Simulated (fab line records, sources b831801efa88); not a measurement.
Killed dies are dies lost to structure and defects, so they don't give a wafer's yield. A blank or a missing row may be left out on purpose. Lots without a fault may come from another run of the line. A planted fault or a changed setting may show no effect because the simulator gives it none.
Chamber matching | flow gf180mcu | GF_SAB_ETCH_11 on rie_diel-04: 4 sister chambers
The step etches SiO2 in C4F8/O2/Ar, target depth 55 nm, time 8.5 s. 8 wafers are shown with their chamber, then 7 later ones without.

WAFERS WITH THEIR CHAMBER
wafer  | chamber | oes_product_au (a.u.)
L082.2 | 1       | 1.000
L086.1 | 0       | 1.001
L086.5 | 2       | 1.000
L091.1 | 3       | 1.008
L091.2 | 2       | 1.001
L091.6 | 0       | 0.994
L092.1 | 3       | 1.008
L092.2 | 1       | 0.997

WAFERS WITHOUT THEIR CHAMBER
wafer  | oes_product_au (a.u.)
L092.6 | 1.002
L093.1 | 0.998
L093.3 | 1.011
L093.5 | 0.988
L094.1 | 1.000
L094.4 | 1.008
L094.6 | 1.013

WHICH CHAMBER EACH WENT THROUGH
wafer  | from the rows above               | in truth
L092.6 | can't be placed: 2 or 1 or 0 or 3 | 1
L093.1 | can't be placed: 1 or 0 or 2      | 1
L093.3 | 3                                 | 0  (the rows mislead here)
L093.5 | can't be placed: 0 or 1 or 2      | 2
L094.1 | can't be placed: 2 or 1 or 0      | 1
L094.4 | 3                                 | 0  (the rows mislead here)
L094.6 | 3                                 | 3
Placed correctly: 1 of 7. Can't be placed from these rows: 4 (the true chamber is among the candidates in 4). Placed wrongly: 2.
How it was worked out, from the rows above alone: a wafer's distance from a chamber is the root of the sum, over the readings, of the square of ((its reading less the chamber's mean) divided by the reading's scatter). The wafer belongs to the nearest chamber; if the next one is less than 2 further off, it can't be placed. A chamber's mean is the mean of its shown wafers. The scatter: the root of (the sum of the squares of (reading less its chamber's mean) over the shown wafers, divided by (wafers less chambers)).
